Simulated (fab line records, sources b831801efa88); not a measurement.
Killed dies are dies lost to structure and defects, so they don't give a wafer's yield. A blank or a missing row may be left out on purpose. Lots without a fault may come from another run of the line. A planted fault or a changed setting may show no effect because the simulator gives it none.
fab line records | flow sky130
record lots=6 wafers=18 last_day=50
route steps=708 shown LDD_HVN@275 LDD_HVP@278 LDD_LDN@289 SPACER@304 POLY_CUT@307 PAD_OPEN@708
lots that met no fault: from a run of the same line without faults
start_h: hours from the record's first day to the start of the lot's first wafer shown | wait_h: hours since the lot's step before | " the same as in the row above | L1.1+2: a row that stands for several wafers | - no value, or no start given | * or withheld: withheld | < > ~ a bound
route shown NAME@n: a module of which the file shows steps, and the number in the route of the first | usual: mean/standard deviation of fault-free wafers | same: alike in all rows | chamber/n: place in a boat | sites: the reading at each site | _std_site: their standard deviation | _edge_site: outer sites' mean less inner sites' | radius_mm: how far each site lies from the wafer's centre | mask NAME#n: copy n | behind: the tool/chamber that last shaped the wafer | hold: why the lot was held/for how many hours/how that ended | device: the transistor (n, p or np) that didn't switch | end of line: the same wafers' tests at the end of the route | a step without rows: its recipe alone | killed: dies lost to structure and defects at the first sort, not the wafer's yield | map: a wafer's dies, x killed, . not, _ none there
set.NAME: the setting as run; set.NAME@STEP: as run at that earlier step | model.NAME: the simulator's own value behind a step, which no gauge read
lots at some steps of the route; a table a step, a row a wafer
services: from which hour (start_h, from the record's first day; less than 0 if before it) a tool's chamber was out of use, for how many hours, and why
## steps
# step SKY_LDD_HVN_IMPLANT_08
# recipe species=P energy_kev=60 dose_cm2=3e+13 tilt_deg=40
# step SKY_LDD_HVN_STRIP_09
# recipe chemistry=O2/N2 power_w=1400 pressure_mtorr=1500 platen_temp_c=withheld o2_flow_sccm=3000 n2_flow_sccm=300 overash_fraction=0.5
# usual drypump_motor_current_A=6.1/0.39 o2_flow_sccm=3000/8.7 oes_product_au=0.408/0.0053 strip_time_to_endpoint_s=4.130/0.014
# columns lot.wafer tool chamber start_h wait_h drypump_motor_current_A o2_flow_sccm oes_product_au rf_hours_counter_h strip_time_to_endpoint_s
L152.1 plasma_asher-03 0 469.15 0.1 6.0 3013 0.413 35 4.145
L152.3 " 1 " " 6.2 3000 0.404 - 4.113
L152.4 " 0 " " 6.1 3012 0.403 - 4.145
L156.3 plasma_asher-04 0 512.88 0.1 6.4 2991 0.409 - 4.127
L156.5 " 0 " " 6.4 2989 0.410 - 4.117
L156.6 " 1 " " 6.6 2992 0.403 - 4.117
L169.1 plasma_asher-03 1 622.19 0.1 6.2 2998 0.422 51 4.124
L169.3 " 1 " " 6.2 2989 0.401 - 4.118
L169.6 " 1 " " 6.2 3007 0.410 - 4.117
L168.1 plasma_asher-04 0 626.34 0.1 6.4 2992 0.403 18 4.137
L168.2 " 1 " " 6.6 3005 0.420 18 4.120
L168.4 " 1 " " 6.6 2996 0.406 - 4.137
L173.2 plasma_asher-01 1 639.86 0.1 5.3 3004 0.405 94 4.152
L173.4 " 0 " " 6.3 2998 0.411 - 4.128
L173.6 " 0 " " 6.3 2991 0.401 - 4.155
L174.3 plasma_asher-01 1 656.47 0.1 5.4 2999 0.400 - 4.138
L174.4 " 0 " " 6.3 2999 0.398 - 4.137
L174.5 " 0 " " 6.3 2990 0.402 - 4.137
# step SKY_LDD_HVN_TW_MEAS_10
# usual LDD_HVN_TW=1441/6.4
# columns lot.wafer tool chamber start_h wait_h LDD_HVN_TW
L152.1 film_metro-02 - 469.25 0.1 1435
L152.3 " - " " 1444
L152.4 " - " " 1436
L156.3 film_metro-02 - 512.97 0.1 1447
L156.5 " - " " 1445
L156.6 " - " " 1443
L169.1 film_metro-01 - 622.29 0.1 1443
L169.3 " - " " 1451
L169.6 " - " " 1449
L168.1 film_metro-03 - 626.44 0.1 1440
L168.2 " - " " 1442
L168.4 " - " " 1435
L173.2 film_metro-01 - 639.97 0.1 1442
L173.4 " - " " 1444
L173.6 " - " " 1440
L174.3 film_metro-01 - 656.56 0.1 1451
L174.4 " - " " 1444
L174.5 " - " " 1449
# step SKY_LDD_HVP_DEHYDRATE_00
# recipe temp_c=200 time_s=60
# step SKY_LDD_HVP_HMDS_01
# recipe prime_time_s=60 prime_temp_c=120
# step SKY_LDD_HVP_COAT_02
# recipe resist=NOVOLAK spin_rpm=3000 resist_thk_nm=300
# step SKY_LDD_HVP_SOFTBAKE_03
# recipe temp_c=90 time_s=60 resist=NOVOLAK
# step SKY_LDD_HVP_EXPOSE_04
# recipe mask_id=HVPTM na=0.6 source_shape=conventional sigma_outer=0.6 polarization=unpolarized target_cd_nm=700 dose_mj=86
# step SKY_LDD_HVP_PEB_05
# recipe temp_c=withheld time_s=* resist=NOVOLAK
# step SKY_LDD_HVP_DEVELOP_06
# recipe resist=NOVOLAK developer=TMAH develop_time_s=60 dev_temp_c=23
# step SKY_LDD_HVP_OVL_MEAS_07
# usual LDD_HVP_OVL=0.1/1.5
# columns lot.wafer tool chamber start_h wait_h LDD_HVP_OVL[nm]
L152.1 overlay-02 - 499.93 0.1 -0.3
L152.3 " - " " 0.6
L152.4 " - " " 0.8
L156.3 overlay-01 - 542.89 0.1 -0.1
L156.5 " - " " 0.5
L156.6 " - " " -2.1
L169.1 overlay-02 - 651.18 0.1 -0.9
L169.3 " - " " 0.0
L169.6 " - " " 1.1
L168.1 overlay-01 - 655.12 0.1 0.0
L168.2 " - " " -1.1
L168.4 " - " " 0.3
L173.2 overlay-01 - 668.03 0.1 -1.5
L173.4 " - " " -1.0
L173.6 " - " " -0.6
L174.3 overlay-01 - 684.33 0.1 -0.9
L174.4 " - " " -1.4
L174.5 " - " " -3.3
# step SKY_LDD_HVP_IMPLANT_08
# recipe species=B energy_kev=20 dose_cm2=1.7e+13 tilt_deg=17.9
# step SKY_LDD_HVP_STRIP_09
# recipe chemistry=O2/N2 power_w=1400 pressure_mtorr=1500 platen_temp_c=withheld o2_flow_sccm=3000 n2_flow_sccm=300 overash_fraction=0.5
# usual drypump_motor_current_A=6.0/0.57 o2_flow_sccm=3001/10 oes_product_au=0.409/0.0046 strip_time_to_endpoint_s=4.137/0.017
# columns lot.wafer tool chamber start_h wait_h drypump_motor_current_A o2_flow_sccm oes_product_au rf_hours_counter_h strip_time_to_endpoint_s
L152.1 plasma_asher-02 0 500.12 0.1 5.0 2993 0.411 71 4.144
L152.3 " 1 " " 5.6 2996 0.414 - 4.132
L152.4 " 0 " " 5.0 2980 0.402 - 4.138
L156.3 plasma_asher-04 1 543.10 0.1 6.6 3009 0.405 - 4.103
L156.5 " 0 " " 6.4 2998 0.406 - 4.096
L156.6 " 1 " " 6.6 2989 0.416 - 4.117
L169.1 plasma_asher-04 1 651.36 0.1 6.6 3007 0.407 21 4.129
L169.3 " 1 " " 6.6 2997 0.414 - 4.145
L169.6 " 1 " " 6.6 3009 0.402 - 4.100
L168.1 plasma_asher-04 1 655.31 0.1 6.6 3028 0.410 21 4.152
L168.2 " 0 " " 6.4 2982 0.405 21 4.150
L168.4 " 0 " " 6.4 3000 0.411 - 4.126
L173.2 plasma_asher-01 0 668.21 0.1 6.3 3000 0.413 96 4.149
L173.4 " 1 " " 5.4 2987 0.407 - 4.164
L173.6 " 1 " " 5.3 2999 0.406 - 4.154
L174.3 plasma_asher-01 1 684.54 0.1 5.3 2993 0.402 - 4.144
L174.4 " 0 " " 6.3 2992 0.405 - 4.127
L174.5 " 1 " " 5.3 2989 0.415 - 4.144
# step SKY_LDD_HVP_TW_MEAS_10
# usual LDD_HVP_TW=455/3.4
# columns lot.wafer tool chamber start_h wait_h LDD_HVP_TW
L152.1 film_metro-02 - 500.22 0.1 459
L152.3 " - " " 456
L152.4 " - " " 456
L156.3 film_metro-02 - 543.19 0.1 458
L156.5 " - " " 457
L156.6 " - " " 458
L169.1 film_metro-04 - 651.46 0.1 450
L169.3 " - " " 450
L169.6 " - " " 451
L168.1 film_metro-04 - 655.41 0.1 451
L168.2 " - " " 450
L168.4 " - " " 450
L173.2 film_metro-02 - 668.32 0.1 460
L173.4 " - " " 458
L173.6 " - " " 460
L174.3 film_metro-02 - 684.63 0.1 454
L174.4 " - " " 452
L174.5 " - " " 452
# step SKY_LDD_LDN_DEHYDRATE_00
# recipe temp_c=200 time_s=60
# step SKY_LDD_LDN_HMDS_01
# recipe prime_time_s=60 prime_temp_c=120
# step SKY_LDD_LDN_COAT_02
# recipe resist=NOVOLAK spin_rpm=3000 resist_thk_nm=1140
# step SKY_LDD_LDN_SOFTBAKE_03
# recipe temp_c=90 time_s=60 resist=NOVOLAK
# step SKY_LDD_LDN_EXPOSE_04
# recipe mask_id=LDNTM na=0.6 source_shape=conventional sigma_outer=0.6 polarization=unpolarized target_cd_nm=700 dose_mj=140
# step SKY_LDD_LDN_PEB_05
# recipe temp_c=withheld time_s=* resist=NOVOLAK
# step SKY_LDD_LDN_DEVELOP_06
# recipe resist=NOVOLAK developer=TMAH develop_time_s=59.24 dev_temp_c=23
# step SKY_LDD_LDN_OVL_MEAS_07
# usual LDD_LDN_OVL=-0.1/1.4
# columns lot.wafer tool chamber start_h wait_h LDD_LDN_OVL[nm]
L152.1 overlay-01 - 530.75 0.1 0.8
L152.3 " - " " 1.0
L152.4 " - " " 0.3
L156.3 overlay-02 - 572.42 0.1 -0.9
L156.5 " - " " 1.6
L156.6 " - " " -1.8
L169.1 overlay-02 - 678.87 0.1 -2.3
L169.3 " - " " -1.1
L169.6 " - " " -2.2
L168.1 overlay-01 - 683.30 0.1 -0.5
L168.2 " - " " 0.2
L168.4 " - " " -0.4
L173.2 overlay-02 - 695.63 0.1 0.0
L173.4 " - " " 0.9
L173.6 " - " " -2.6
L174.3 overlay-02 - 711.54 0.1 -1.2
L174.4 " - " " -3.6
L174.5 " - " " -1.5
# step SKY_LDD_LDN_IMPLANT_08
# recipe species=As energy_kev=15 dose_cm2=1.25e+13 tilt_deg=withheld rotation_deg=23
# step SKY_LDD_LDN_IMPLANT_09
# recipe species=As energy_kev=15 dose_cm2=1.25e+13 tilt_deg=withheld rotation_deg=113
# step SKY_LDD_LDN_IMPLANT_10
# recipe species=As energy_kev=15 dose_cm2=1.25e+13 tilt_deg=withheld rotation_deg=203
# step SKY_LDD_LDN_IMPLANT_11
# recipe species=As energy_kev=15 dose_cm2=1.25e+13 tilt_deg=withheld rotation_deg=293
# step SKY_LDD_LDN_STRIP_12
# recipe chemistry=O2/N2 power_w=1400 pressure_mtorr=1500 platen_temp_c=withheld o2_flow_sccm=3000 n2_flow_sccm=300 overash_fraction=0.5
# usual drypump_motor_current_A=5.9/0.59 o2_flow_sccm=2999/9.3 oes_product_au=0.715/0.0042 strip_time_to_endpoint_s=14.18/0.043
# columns lot.wafer tool chamber start_h wait_h drypump_motor_current_A o2_flow_sccm oes_product_au rf_hours_counter_h strip_time_to_endpoint_s
L152.1 plasma_asher-04 0 531.51 0.1 6.4 3011 0.716 9 14.16
L152.3 " 1 " " 6.6 2999 0.716 - 14.22
L152.4 " 0 " " 6.4 2996 0.718 - 14.17
L156.3 plasma_asher-02 1 573.07 0.1 5.6 3009 0.716 - 14.19
L156.5 " 0 " " 5.0 2992 0.712 - 14.16
L156.6 " 1 " " 5.6 3000 0.719 - 14.13
L169.1 plasma_asher-02 1 679.51 0.1 5.6 3001 0.716 89 14.19
L169.3 " 0 " " 5.0 3001 0.722 - 14.18
L169.6 " 1 " " 5.6 3001 0.710 - 14.18
L168.1 plasma_asher-02 1 683.94 0.1 5.6 2991 0.721 90 14.19
L168.2 " 0 " " 5.0 3002 0.711 90 14.19
L168.4 " 1 " " 5.6 2982 0.714 - 14.15
L173.2 plasma_asher-03 1 696.26 0.1 6.2 2997 0.717 59 14.23
L173.4 " 1 " " 6.2 3000 0.712 - 14.21
L173.6 " 1 " " 6.2 2997 0.711 - 14.25
L174.3 plasma_asher-04 0 712.20 0.1 6.4 3011 0.709 - 14.20
L174.4 " 1 " " 6.6 3010 0.712 - 14.14
L174.5 " 0 " " 6.4 3012 0.721 - 14.19
# step SKY_LDD_LDN_TW_MEAS_13
# usual LDD_LDN_TW=1477/12
# columns lot.wafer tool chamber start_h wait_h LDD_LDN_TW
L152.1 film_metro-03 - 531.61 0.1 1471
L152.3 " - " " 1478
L152.4 " - " " 1482
L156.3 film_metro-04 - 573.16 0.1 1460
L156.5 " - " " 1456
L156.6 " - " " 1455
L169.1 film_metro-04 - 679.61 0.1 1455
L169.3 " - " " 1463
L169.6 " - " " 1457
L168.1 film_metro-03 - 684.04 0.1 1485
L168.2 " - " " 1488
L168.4 " - " " 1487
L173.2 film_metro-03 - 696.37 0.1 1483
L173.4 " - " " 1489
L173.6 " - " " 1482
L174.3 film_metro-03 - 712.29 0.1 1478
L174.4 " - " " 1476
L174.5 " - " " 1477
# step SKY_LDD_LDN_CLEAN_14
# recipe chemistry=SC1/SC2 mix=1:4:20 temp_c=70 time_s=150 dry=n2_spin
# step SKY_SPACER_CVD_00
# recipe material=Si3N4 precursor=DCS/NH3 target_thk_nm=43.1 temp_c=770 time_s=740 pressure_mtorr=250
# step SKY_SPACER_THK_MEAS_01
# recipe reads=Si3N4_of_SPACER_CVD_00
# usual SPACER_CVD_00_THK=43.0/0.37
# columns lot.wafer tool chamber start_h wait_h SPACER_CVD_00_THK[nm]
L152.1 film_metro-04 - 533.59 0.0 42.8
L152.3 " - " " 42.8
L152.4 " - " " 42.9
L156.3 film_metro-04 - 574.71 0.0 42.6
L156.5 " - " " 42.7
L156.6 " - " " 42.6
L169.1 film_metro-01 - 681.94 0.0 43.2
L169.3 " - " " 43.1
L169.6 " - " " 42.8
L168.1 film_metro-02 - 685.36 0.0 43.1
L168.2 " - " " 43.2
L168.4 " - " " 43.0
L173.2 film_metro-04 - 699.86 0.0 43.0
L173.4 " - " " 42.5
L173.6 " - " " 42.6
L174.3 film_metro-02 - 713.60 0.0 42.2
L174.4 " - " " 43.1
L174.5 " - " " 42.3
# step SKY_SPACER_ETCHBACK_02
# recipe chemistry=CH3F/O2 target=Si3N4 stop_on=SiO2 source_w=400 bias_w=80 pressure_mtorr=25 ch3f_flow_sccm=40 O2_flow_sccm=30 time_s=46.7 target_depth_a=450
# usual drypump_motor_current_A=5.9/0.38 oes_product_au=0.854/0.007 rf_fwd_power_W=395.3/1.3 throttle_valve_pct=10.562/0.0091
# columns lot.wafer tool chamber start_h wait_h drypump_motor_current_A oes_product_au rf_fwd_power_W rf_hours_counter_h throttle_valve_pct
L152.1 rie_diel-01 0 533.65 0.1 6.0 0.846 395.7 9 10.564
L152.3 " 1 " " 5.4 0.855 393.9 3 10.579
L152.4 " 2 " " 5.4 0.855 395.7 2 10.557
L156.3 rie_diel-01 2 574.77 0.1 5.4 0.849 394.5 - 10.561
L156.5 " 0 " " 6.0 0.843 395.5 - 10.570
L156.6 " 2 " " 5.4 0.852 395.6 - 10.563
L169.1 rie_diel-03 3 682.00 0.1 6.1 0.851 394.7 3 10.585
L169.3 " 1 " " 5.6 0.858 395.2 7 10.565
L169.6 " 1 " " 5.6 0.849 395.3 - 10.568
L168.1 rie_diel-03 2 685.42 0.1 6.3 0.857 399.0 5 10.579
L168.2 " 1 " " 5.5 0.863 394.5 7 10.581
L168.4 " 0 " " 6.3 0.858 396.9 20 10.583
L173.2 rie_diel-04 0 699.91 0.0 5.6 0.854 392.4 9 10.561
L173.4 " 1 " " 5.7 0.850 393.3 9 10.571
L173.6 " 1 " " 5.7 0.845 395.1 - 10.552
L174.3 rie_diel-04 1 713.64 0.0 5.6 0.844 393.2 9 10.561
L174.4 " 2 " " 5.6 0.856 396.2 2 10.549
L174.5 " 3 " " 6.5 0.850 395.9 - 10.560
# step SKY_POLY_CUT_DEHYDRATE_00
# recipe temp_c=200 time_s=60
# step SKY_POLY_CUT_HMDS_01
# recipe prime_time_s=60 prime_temp_c=120
# step SKY_POLY_CUT_COAT_02
# recipe resist=BARC temp_c=withheld time_s=withheld spin_rpm=3000 resist_thk_nm=60
# step SKY_POLY_CUT_COAT_03
# recipe resist=KrF-thick spin_rpm=3000 resist_thk_nm=450
# step SKY_POLY_CUT_SOFTBAKE_04
# recipe temp_c=99.53 time_s=90 resist=KrF-thick
# step SKY_POLY_CUT_EXPOSE_05
# recipe mask_id=NPCM na=0.8 source_shape=annular sigma_inner=0.55 sigma_outer=0.85 target_cd_nm=270 dose_mj=32
# step SKY_POLY_CUT_PEB_06
# recipe peb_temp_c=withheld peb_time_s=withheld resist=KrF-thick
# step SKY_POLY_CUT_DEVELOP_07
# recipe develop_time_s=60 resist=KrF-thick dev_temp_c=21
# step SKY_POLY_CUT_CD_MEAS_08
# recipe target_cd_nm=270
# usual cd_nm=269.9/1.5
# columns lot.wafer tool chamber start_h wait_h cd_nm
L152.1 cd_sem-02 - 562.77 - 272.0
L152.3 " - " " 271.0
L152.4 " - " " 270.3
L156.3 cd_sem-02 - 604.39 - 271.8
L156.5 " - " " 270.4
L156.6 " - " " 271.6
L169.1 cd_sem-02 - 708.66 - 269.8
L169.3 " - " " 270.9
L169.6 " - " " 271.0
L168.1 cd_sem-02 - 713.00 - 268.2
L168.2 " - " " 269.0
L168.4 " - " " 268.7
L173.2 cd_sem-02 - 727.97 - 269.1
L173.4 " - " " 268.9
L173.6 " - " " 268.7
L174.3 cd_sem-01 - 741.64 - 269.1
L174.4 " - " " 268.4
L174.5 " - " " 268.9
# step SKY_POLY_CUT_OVL_MEAS_09
# usual POLY_CUT_OVL=-3/5.3
# columns lot.wafer tool chamber start_h wait_h POLY_CUT_OVL[nm]
L152.1 overlay-01 - 562.89 0.1 0
L152.3 " - " " 2
L152.4 " - " " -6
L156.3 overlay-01 - 604.49 0.1 -5
L156.5 " - " " -11
L156.6 " - " " -12
L169.1 overlay-02 - 708.78 0.1 0
L169.3 " - " " -4
L169.6 " - " " -11
L168.1 overlay-02 - 713.12 0.1 -1
L168.2 " - " " -2
L168.4 " - " " -11
L173.2 overlay-02 - 728.08 0.1 -1
L173.4 " - " " -1
L173.6 " - " " -1
L174.3 overlay-02 - 741.74 0.1 -9
L174.4 " - " " -9
L174.5 " - " " -4
# step SKY_PAD_OPEN_PROBE_99
# usual killed_at_M0_to_M3=43/7.2 killed_at_M4_up=3.3/2 killed_at_contacts=25/5.8 killed_at_front_end=15/4.5 killed_at_other=0.3/0.62 killed_dies=86/9.4 killed_open=47/7.1 killed_short=39/6
# same gross_dies=492 killed_at_back_side=0
# columns lot.wafer tool chamber start_h wait_h killed_at_M0_to_M3 killed_at_M4_up killed_at_contacts killed_at_front_end killed_at_other killed_dies killed_open killed_short
L169.1 prober-02 - 1176.13 0.1 45 1 22 70 0 138 40 42
L169.3 prober-02 - 1176.23 0.2 31 2 23 63 1 120 36 30
L169.6 prober-02 - 1176.38 0.2 33 3 26 72 0 134 43 40
L168.1 prober-01 - 1181.12 0.1 39 5 26 76 0 146 34 53
# killed by level:class
L169.1 LDD_HVP:unspecified=56 VIA1:geometric_particle:open=14 CONTACT:geometric_particle:open=7 METAL1:geometric_particle:short=7 FIELD_ISO:geometric_particle:short=5 LI_CONTACT:geometric_particle:short=5 LI_CONTACT:geometric_particle:open=5 VIA3:geometric_particle:short=5
L169.3 LDD_HVP:unspecified=54 CONTACT:geometric_particle:open=8 LI_CONTACT:geometric_particle:open=7 VIA3:geometric_particle:open=7 METAL2:geometric_particle:short=6 FIELD_ISO:geometric_particle:open=5 CONTACT:geometric_particle:short=5 VIA1:geometric_particle:short=5
L169.6 LDD_HVP:unspecified=51 CONTACT:geometric_particle:open=11 VIA1:geometric_particle:open=7 LI_CONTACT:geometric_particle:short=6 METAL1:geometric_particle:short=6 POLY_GATE:geometric_particle:open=5 VIA3:geometric_particle:open=5 FIELD_ISO:geometric_particle:open=4
L168.1 LDD_HVP:unspecified=58 FIELD_ISO:geometric_particle:short=8 CONTACT:geometric_particle:open=8 METAL1:geometric_particle:short=8 VIA1:geometric_particle:open=7 CONTACT:geometric_particle:short=6 METAL2:geometric_particle:short=6 LI_CONTACT:geometric_particle:open=5
# map L168.1 (x killed, . not)
__________....xx...x_________
________x.x.x........._______
______......xx.xx......._____
_____x..x.xxx.xx.x.......____
____..xxx.xxxxxx.x...x....___
___......xxxxxxxx.x.....x..__
__...x...xxxxxxxxx.........._
_x...xx.xxxxxxxx.............
_..x...xxxxxxxxxx.x...x...x.x
_..x.x.x.xxxxxxxx...x.....x..
_..x.....x.x.xxx....x........
_x.............x.....xx......
_..x.....xx.....x.........x..
_....x.xx..............x.x...
_.....x.........x....x.x.....
__x.............x.xx...x.x.x_
___x........x.x........x...__
____.x.......xxxx..x....x.___
_____.xx..x..xx.......x..____
______.....x.....x.....x_____
________.x.....x.x...._______
__________.....xx.x._________
# map L169.1 (x killed, . not)
__________..x...x..._________
________....x....x...x_______
______....x....x........_____
_____..x..xx.xx.x......x.____
____......xxxxx.x.x...xx.x___
___.....xxxxxxxxx.xxx..xx..__
__..x...xxxxxxxxx.....xx..x._
_.x....xxxxxxxxxxxx.xx.......
_....x.x.xxxxxxxx.......x....
_xx.......xxxx.xxx....xx.....
_.....x.xxx.x......x..x......
_...xx...x........x.x.xx.x.x.
_.x.....................x....
_..............x....x...xx.x.
_..............x.......x.....
__..x...x...x.........x.x.x._
___.............x....xx..x.__
____....x..x........xx..x.___
_____.x..........x......x____
______x......x...x.x...._____
________.............x_______
__________x......x.._________
## services
# columns tool chamber start_h hours kind
rie_diel-01 2 451.92 5.1 repair
rie_diel-03 2 453.45 127.5 repair
rie_diel-04 0 460.67 3.2 repair
plasma_asher-04 - 498.72 4.6 repair
plasma_asher-04 - 503.07 0.6 repair
plasma_asher-02 - 519.95 1.2 repair
rie_diel-03 3 521.94 18.7 repair
rie_diel-04 1 551.52 5.5 repair
plasma_asher-03 - 558.74 1.5 repair
rie_diel-01 1 560.14 15.8 repair
rie_diel-01 3 569.77 9.6 repair
plasma_asher-03 - 570.37 0.9 repair
plasma_asher-04 - 572.55 4.0 repair
plasma_asher-04 - 585.17 0.8 repair
plasma_asher-04 - 610.32 3.8 repair
rie_diel-04 - 612.22 0.7 repair
rie_diel-03 2 612.35 7.2 repair
rie_diel-01 - 620.73 0.3 repair
plasma_asher-02 - 630.72 2.8 pm
rie_diel-01 1 631.27 4.2 repair
rie_diel-03 3 640.99 9.6 repair
rie_diel-03 0 649.76 5.1 repair
rie_diel-03 3 651.13 5.4 repair
plasma_asher-02 - 691.22 5.7 repair
## key
first_sign step=SKY_PAD_OPEN_PROBE_99 reading=killed_at_front_end direction=up sigmas=12 usual=15 struck=70
effect step=SKY_PAD_OPEN_PROBE_99 reading=killed_dies direction=up sigmas=5.1 usual=86 struck=134
met_at SKY_LDD_HVP_STRIP_09
struck_wafers L168.1,L169.1,L169.3,L169.6
tester_left_out L168,L169
onset_between 543.10 651.36
fault kind=chamber_particle_source tool=plasma_asher-04 chamber=1 onset_h=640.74 steps=SKY_LDD_HVP_STRIP_09 rate_per_visit_cm2=0.94059 end_h=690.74
# tester_left_out: of these lots the tester's yield and bins aren't shown, on N5 and GAA mostly nor the transistor test; their killed dies are dies lost to structure and defects alone, not to doping, threshold or leakage, so they don't give the yield
